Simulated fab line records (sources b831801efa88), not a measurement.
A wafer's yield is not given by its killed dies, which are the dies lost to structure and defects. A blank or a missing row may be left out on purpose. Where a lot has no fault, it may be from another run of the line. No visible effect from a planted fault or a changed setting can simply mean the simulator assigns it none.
fab line records + flow sky130
record
- lots=6
- wafers=18
- last_day=50
route steps=708 shown NWELL@79 PWDE@84 VT_ADJUST_HVTP@85 VT_ADJUST_LVTN@97
lots with no fault: from the same line, run without faults
start_h: the number of hours between the record's first day and the start of the first shown wafer of the lot + wait_h: time in hours since the lot's previous step + " repeats the value in the row above + L1.1+2: a row that stands for several wafers + - no value present, or no start provided + * or withheld: withheld + < > ~ a bound
route shown NAME@n: NAME is a module with steps in the file, n the number in the route of the first one + usual: mean and standard deviation over wafers with no fault + same: alike in all rows + chamber/n: place in a boat + sites: the reading at each site + _std_site: how widely they spread, as a standard deviation + _edge_site: inner sites' mean taken away from outer sites' mean + radius_mm: how far each site lies from the wafer's centre + mask NAME#n: copy n + behind: the most recent tool/chamber to have shaped the wafer + hold: cause of the lot's hold/its duration in hours/its outcome + device: the n, p or np transistor that did not switch + end of line: the same wafers' tests at the end of the route + a step given without rows: its recipe and nothing more + killed: dies that structure and defects cost at the first sort, which is not the same as the wafer's yield + map: per-die view of a wafer (x killed, . not killed, _ where there is no die)
set.NAME: setting as actually run; set.NAME@STEP: the setting as run at that earlier step + model.NAME: the simulator's own value behind a step, which no gauge read
lots at selected steps of the route; one table per step, one row per wafer
services: a tool's chamber out of use, with start hour (start_h, from the record's first day; less than 0 if before it), hours out, and reason
## steps
# step SKY_NWELL_TW_MEAS_26
# usual
- NWELL_2_TW=499/4.1
| lot.wafer | tool          | chamber | start_h | wait_h | NWELL_2_TW |
|-----------|---------------|---------|---------|--------|------------|
| L679.1    | film_metro-01 | -       | 106.25  | 0.1    | 502        |
| L679.5    | "             | -       | "       | "      | 502        |
| L679.6    | "             | -       | "       | "      | 503        |
| L684.2    | film_metro-02 | -       | 135.51  | 0.1    | 497        |
| L684.3    | "             | -       | "       | "      | 492        |
| L684.5    | "             | -       | "       | "      | 497        |
| L685.3    | film_metro-04 | -       | 141.99  | 0.1    | 501        |
| L685.4    | "             | -       | "       | "      | 503        |
| L685.5    | "             | -       | "       | "      | 498        |
| L690.2    | film_metro-01 | -       | 174.95  | 0.1    | 503        |
| L690.3    | "             | -       | "       | "      | 503        |
| L690.6    | "             | -       | "       | "      | 504        |
| L694.1    | film_metro-04 | -       | 195.09  | 0.1    | 506        |
| L694.5    | "             | -       | "       | "      | 505        |
| L694.6    | "             | -       | "       | "      | 504        |
| L700.1    | film_metro-02 | -       | 233.34  | 0.1    | 493        |
| L700.3    | "             | -       | "       | "      | 498        |
| L700.4    | "             | -       | "       | "      | 494        |
# step SKY_NWELL_CLEAN_27
# recipe
- chemistry=SC1/SC2
- mix=1:4:20
- temp_c=70
- time_s=150
- dry=n2_spin
# step SKY_NWELL_RTA_28
# recipe
- temp_c=1050
- time_s=30
- idle_temp_c=650
- ramp_up_c_per_s=150
- ramp_down_c_per_s=90
- ambient=N2
# usual
- lamp_power_pct=25.31/0.053
- wafer_temp_C_max=1054.8/0.85
| lot.wafer | tool          | chamber | start_h | wait_h | lamp_power_pct | wafer_temp_C_max |
|-----------|---------------|---------|---------|--------|----------------|------------------|
| L679.1    | rtp_anneal-02 | 0       | 106.36  | 0.0    | 25.28          | 1055.9           |
| L679.5    | "             | 0       | "       | "      | 25.38          | 1054.4           |
| L679.6    | "             | 0       | "       | "      | 25.33          | 1054.8           |
| L684.2    | rtp_anneal-01 | 0       | 135.63  | 0.0    | 25.39          | 1054.7           |
| L684.3    | "             | 0       | "       | "      | 25.35          | 1053.2           |
| L684.5    | "             | 0       | "       | "      | 25.30          | 1054.7           |
| L685.3    | rtp_anneal-02 | 0       | 142.11  | 0.0    | 25.40          | 1056.3           |
| L685.4    | "             | 0       | "       | "      | 25.29          | 1054.3           |
| L685.5    | "             | 0       | "       | "      | 25.34          | 1054.1           |
| L690.2    | rtp_anneal-02 | 0       | 175.07  | 0.0    | 25.36          | 1054.6           |
| L690.3    | "             | 0       | "       | "      | 25.32          | 1054.4           |
| L690.6    | "             | 0       | "       | "      | 25.32          | 1054.9           |
| L694.1    | rtp_anneal-01 | 0       | 195.20  | 0.0    | 25.26          | 1055.6           |
| L694.5    | "             | 0       | "       | "      | 25.36          | 1054.6           |
| L694.6    | "             | 0       | "       | "      | 25.31          | 1053.8           |
| L700.1    | rtp_anneal-02 | 0       | 233.45  | 0.0    | 25.32          | 1055.0           |
| L700.3    | "             | 0       | "       | "      | 25.38          | 1055.7           |
| L700.4    | "             | 0       | "       | "      | 25.33          | 1054.3           |
# step SKY_NWELL_RS_MEAS_29
# recipe
- thk_meas_gauge=four-point-probe
# usual
- NWELL_RS=625.0/1.4
| lot.wafer | tool          | chamber | start_h | wait_h | NWELL_RS[ohm/sq] |
|-----------|---------------|---------|---------|--------|------------------|
| L679.1    | film_metro-04 | -       | 106.46  | 0.1    | 623.5            |
| L679.5    | "             | -       | "       | "      | 622.5            |
| L679.6    | "             | -       | "       | "      | 622.6            |
| L684.2    | film_metro-02 | -       | 135.73  | 0.1    | 625.0            |
| L684.3    | "             | -       | "       | "      | 626.7            |
| L684.5    | "             | -       | "       | "      | 628.0            |
| L685.3    | film_metro-01 | -       | 142.22  | 0.1    | 625.9            |
| L685.4    | "             | -       | "       | "      | 627.5            |
| L685.5    | "             | -       | "       | "      | 626.4            |
| L690.2    | film_metro-01 | -       | 175.17  | 0.1    | 624.8            |
| L690.3    | "             | -       | "       | "      | 625.4            |
| L690.6    | "             | -       | "       | "      | 626.6            |
| L694.1    | film_metro-01 | -       | 195.30  | 0.1    | 623.6            |
| L694.5    | "             | -       | "       | "      | 624.1            |
| L694.6    | "             | -       | "       | "      | 623.5            |
| L700.1    | film_metro-04 | -       | 233.55  | 0.1    | 625.7            |
| L700.3    | "             | -       | "       | "      | 626.9            |
| L700.4    | "             | -       | "       | "      | 625.8            |
# step SKY_NWELL_RS_MEAS_31
# recipe
- thk_meas_gauge=four-point-probe
# usual
- PWDE_RS=5274/18
| lot.wafer | tool          | chamber | start_h | wait_h | PWDE_RS[ohm/sq] |
|-----------|---------------|---------|---------|--------|-----------------|
| L679.1    | film_metro-04 | -       | 106.70  | 0.1    | 5264            |
| L679.5    | "             | -       | "       | "      | 5290            |
| L679.6    | "             | -       | "       | "      | 5266            |
| L684.2    | film_metro-02 | -       | 135.97  | 0.1    | 5283            |
| L684.3    | "             | -       | "       | "      | 5273            |
| L684.5    | "             | -       | "       | "      | 5295            |
| L685.3    | film_metro-01 | -       | 142.46  | 0.1    | 5307            |
| L685.4    | "             | -       | "       | "      | 5314            |
| L685.5    | "             | -       | "       | "      | 5297            |
| L690.2    | film_metro-01 | -       | 175.41  | 0.1    | 5303            |
| L690.3    | "             | -       | "       | "      | 5289            |
| L690.6    | "             | -       | "       | "      | 5301            |
| L694.1    | film_metro-01 | -       | 195.54  | 0.1    | 5265            |
| L694.5    | "             | -       | "       | "      | 5295            |
| L694.6    | "             | -       | "       | "      | 5258            |
| L700.1    | film_metro-04 | -       | 233.79  | 0.1    | 5247            |
| L700.3    | "             | -       | "       | "      | 5247            |
| L700.4    | "             | -       | "       | "      | 5259            |
# step SKY_VT_ADJUST_HVTP_DEHYDRATE_00
# recipe
- temp_c=200
- time_s=60
# step SKY_VT_ADJUST_HVTP_HMDS_01
# recipe
- prime_time_s=60
- prime_temp_c=120
# step SKY_VT_ADJUST_HVTP_COAT_02
# recipe
- resist=NOVOLAK
- spin_rpm=3000
- resist_thk_nm=1140
# step SKY_VT_ADJUST_HVTP_SOFTBAKE_03
# recipe
- temp_c=90
- time_s=60
- resist=NOVOLAK
# step SKY_VT_ADJUST_HVTP_EXPOSE_04
# recipe
- mask_id=HVTPM
- na=0.6
- source_shape=conventional
- sigma_outer=0.6
- polarization=unpolarized
- target_cd_nm=380
- dose_mj=140
# step SKY_VT_ADJUST_HVTP_PEB_05
# recipe
- temp_c=withheld
- time_s=*
- resist=NOVOLAK
# step SKY_VT_ADJUST_HVTP_DEVELOP_06
# recipe
- resist=NOVOLAK
- developer=TMAH
- develop_time_s=60
- dev_temp_c=23
| lot.wafer  | tool           | chamber | start_h | wait_h |
|------------|----------------|---------|---------|--------|
| L679.1+5+6 | litho_track-01 | 0       | 124.55  | 0.1    |
| L684.2+3+5 | litho_track-02 | 0       | 154.99  | 0.1    |
| L685.3+4+5 | litho_track-01 | 0       | 162.25  | 0.1    |
| L690.2+3+6 | litho_track-01 | 0       | 197.47  | 0.1    |
| L694.1+5+6 | litho_track-02 | 0       | 217.27  | 0.1    |
| L700.1+3+4 | litho_track-04 | 0       | 256.88  | 0.1    |
# step SKY_VT_ADJUST_HVTP_CD_MEAS_07
# recipe
- target_cd_nm=380
# usual
- cd_nm=380.3/2.5
| lot.wafer | tool      | chamber | start_h | wait_h | cd_nm |
|-----------|-----------|---------|---------|--------|-------|
| L679.1    | cd_sem-02 | -       | 124.70  | 0.1    | 380.2 |
| L679.5    | "         | -       | "       | "      | 378.9 |
| L679.6    | "         | -       | "       | "      | 376.4 |
| L684.2    | cd_sem-02 | -       | 155.14  | 0.1    | 379.8 |
| L684.3    | "         | -       | "       | "      | 380.4 |
| L684.5    | "         | -       | "       | "      | 381.8 |
| L685.3    | cd_sem-02 | -       | 162.39  | 0.1    | -     |
| L685.4    | "         | -       | "       | "      | -     |
| L685.5    | "         | -       | "       | "      | -     |
| L690.2    | cd_sem-01 | -       | 197.62  | 0.1    | -     |
| L690.3    | "         | -       | "       | "      | -     |
| L690.6    | "         | -       | "       | "      | -     |
| L694.1    | cd_sem-02 | -       | 217.42  | 0.1    | 381.5 |
| L694.5    | "         | -       | "       | "      | 379.5 |
| L694.6    | "         | -       | "       | "      | 381.5 |
| L700.1    | cd_sem-02 | -       | 257.03  | 0.1    | 379.4 |
| L700.3    | "         | -       | "       | "      | 380.0 |
| L700.4    | "         | -       | "       | "      | 380.4 |
# step SKY_VT_ADJUST_HVTP_OVL_MEAS_08
# usual
- VT_ADJUST_HVTP_OVL=1.2/1.4
| lot.wafer | tool       | chamber | start_h | wait_h | VT_ADJUST_HVTP_OVL[nm] |
|-----------|------------|---------|---------|--------|------------------------|
| L679.1    | overlay-01 | -       | 124.82  | 0.1    | 3.2                    |
| L679.5    | "          | -       | "       | "      | 0.0                    |
| L679.6    | "          | -       | "       | "      | 0.9                    |
| L684.2    | overlay-01 | -       | 155.24  | 0.1    | 0.9                    |
| L684.3    | "          | -       | "       | "      | 2.1                    |
| L684.5    | "          | -       | "       | "      | 2.6                    |
| L685.3    | overlay-02 | -       | 162.48  | 0.1    | -                      |
| L685.4    | "          | -       | "       | "      | -                      |
| L685.5    | "          | -       | "       | "      | -                      |
| L690.2    | overlay-02 | -       | 197.73  | 0.1    | -                      |
| L690.3    | "          | -       | "       | "      | -                      |
| L690.6    | "          | -       | "       | "      | -                      |
| L694.1    | overlay-02 | -       | 217.54  | 0.1    | 2.7                    |
| L694.5    | "          | -       | "       | "      | 1.1                    |
| L694.6    | "          | -       | "       | "      | 1.0                    |
| L700.1    | overlay-02 | -       | 257.15  | 0.1    | 0.2                    |
| L700.3    | "          | -       | "       | "      | -0.2                   |
| L700.4    | "          | -       | "       | "      | 0.9                    |
# step SKY_VT_ADJUST_HVTP_IMPLANT_09
# recipe
- species=As
- energy_kev=150
- dose_cm2=4.3e+12
- tilt_deg=withheld
# step SKY_VT_ADJUST_HVTP_STRIP_10
# recipe
- chemistry=O2/N2
- power_w=1400
- pressure_mtorr=1500
- platen_temp_c=withheld
- o2_flow_sccm=3000
- n2_flow_sccm=300
- overash_fraction=0.5
# usual
- chamber_pressure_mTorr=1500.0/1.3
- drypump_motor_current_A=5.5/0.46
- oes_product_au=0.715/0.0043
- strip_time_to_endpoint_s=14.18/0.045
| lot.wafer | tool            | chamber | start_h | wait_h | chamber_pressure_mTorr | drypump_motor_current_A | oes_product_au | rf_hours_counter_h | strip_time_to_endpoint_s |
|-----------|-----------------|---------|---------|--------|------------------------|-------------------------|----------------|--------------------|--------------------------|
| L679.1    | plasma_asher-01 | 0       | 125.01  | 0.1    | 1500.4                 | 5.0                     | 0.713          | 45                 | 14.23                    |
| L679.5    | "               | 1       | "       | "      | 1500.0                 | 6.1                     | 0.712          | -                  | 14.25                    |
| L679.6    | "               | 0       | "       | "      | 1499.9                 | 4.9                     | 0.712          | -                  | 14.26                    |
| L684.2    | plasma_asher-01 | 1       | 155.42  | 0.1    | 1498.8                 | 6.1                     | 0.720          | 48                 | 14.16                    |
| L684.3    | "               | 1       | "       | "      | 1499.3                 | 6.1                     | 0.715          | -                  | 14.16                    |
| L684.5    | "               | 1       | "       | "      | 1501.7                 | 6.1                     | 0.719          | -                  | 14.17                    |
| L685.3    | plasma_asher-03 | 1       | 162.69  | 0.1    | 1499.9                 | 5.8                     | 0.706          | -                  | 14.26                    |
| L685.4    | "               | 0       | "       | "      | 1500.9                 | 5.6                     | 0.710          | -                  | 14.19                    |
| L685.5    | "               | 1       | "       | "      | 1500.6                 | 5.8                     | 0.713          | -                  | 14.22                    |
| L690.2    | plasma_asher-01 | 0       | 197.91  | 0.1    | 1498.6                 | 5.0                     | 0.714          | 52                 | 14.15                    |
| L690.3    | "               | 1       | "       | "      | 1500.3                 | 6.1                     | 0.714          | -                  | 14.14                    |
| L690.6    | "               | 1       | "       | "      | 1499.7                 | 6.1                     | 0.712          | -                  | 14.17                    |
| L694.1    | plasma_asher-01 | 1       | 217.72  | 0.1    | 1498.5                 | 6.1                     | 0.721          | 54                 | 14.23                    |
| L694.5    | "               | 0       | "       | "      | 1499.5                 | 5.0                     | 0.711          | -                  | 14.22                    |
| L694.6    | "               | 1       | "       | "      | 1498.3                 | 6.1                     | 0.714          | -                  | 14.18                    |
| L700.1    | plasma_asher-01 | 1       | 257.34  | 0.1    | 1499.1                 | 6.1                     | 0.721          | 58                 | 14.23                    |
| L700.3    | "               | 0       | "       | "      | 1501.3                 | 5.0                     | 0.711          | -                  | 14.19                    |
| L700.4    | "               | 1       | "       | "      | 1501.1                 | 6.1                     | 0.721          | -                  | 14.17                    |
# step SKY_VT_ADJUST_HVTP_TW_MEAS_11
# usual
- VT_ADJUST_HVTP_TW=1359/9.9
| lot.wafer | tool          | chamber | start_h | wait_h | VT_ADJUST_HVTP_TW |
|-----------|---------------|---------|---------|--------|-------------------|
| L679.1    | film_metro-02 | -       | 125.11  | 0.1    | 1353              |
| L679.5    | "             | -       | "       | "      | 1353              |
| L679.6    | "             | -       | "       | "      | 1356              |
| L684.2    | film_metro-03 | -       | 155.53  | 0.1    | 1345              |
| L684.3    | "             | -       | "       | "      | 1347              |
| L684.5    | "             | -       | "       | "      | 1344              |
| L685.3    | film_metro-03 | -       | 162.78  | 0.1    | 30                |
| L685.4    | "             | -       | "       | "      | 30                |
| L685.5    | "             | -       | "       | "      | 30                |
| L690.2    | film_metro-03 | -       | 198.02  | 0.1    | 30                |
| L690.3    | "             | -       | "       | "      | 30                |
| L690.6    | "             | -       | "       | "      | 30                |
| L694.1    | film_metro-02 | -       | 217.82  | 0.1    | 1352              |
| L694.5    | "             | -       | "       | "      | 1346              |
| L694.6    | "             | -       | "       | "      | 1343              |
| L700.1    | film_metro-02 | -       | 257.44  | 0.1    | 1350              |
| L700.3    | "             | -       | "       | "      | 1359              |
| L700.4    | "             | -       | "       | "      | 1355              |
# step SKY_VT_ADJUST_LVTN_DEHYDRATE_00
# recipe
- temp_c=200
- time_s=60
## services
| tool            | chamber | start_h | hours | kind                      |
|-----------------|---------|---------|-------|---------------------------|
| plasma_asher-03 | -       | 106.97  | 9.7   | repair                    |
| rtp_anneal-01   | -       | 185.67  | 6.1   | pm                        |
| litho_track-02  | -       | 197.63  | -     | consumable_replace:filter |
| rtp_anneal-02   | -       | 225.37  | 4.7   | pm                        |
## key
first_sign
- step=SKY_VT_ADJUST_HVTP_CD_MEAS_07
- reading=cd_nm
- direction=missing
effect
- step=SKY_VT_ADJUST_HVTP_OVL_MEAS_08
- reading=VT_ADJUST_HVTP_OVL
- direction=missing
effect
- step=SKY_VT_ADJUST_HVTP_TW_MEAS_11
- reading=VT_ADJUST_HVTP_TW
- direction=down
- sigmas=99+
- usual=1359
- struck=30
met_at SKY_VT_ADJUST_HVTP_DEVELOP_06
struck_wafers L685.3,L685.4,L685.5,L690.2,L690.3,L690.6
sort_left_out L685.3,L685.4,L685.5,L690.2,L690.3,L690.6
tester_left_out L685,L690
onset_between 124.55 162.25
fault
- kind=process_parameter_drift
- tool=litho_track-01
- chamber=-
- onset_h=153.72
- steps=SKY_VT_ADJUST_HVTP_DEVELOP_06
- channel=develop_time_s
- offset=*
- shape=step
- end_h=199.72
- acts_in=*
- stated=*
# tester_left_out: of these lots the tester's yield and bins aren't shown, on N5 and GAA mostly nor the transistor test; their killed dies are dies lost to structure and defects alone, not to doping, threshold or leakage, so they don't give the yield
# sort_left_out: the simulated sort isn't trusted on such a fault, so these wafers' sort isn't shown, and their yield isn't known
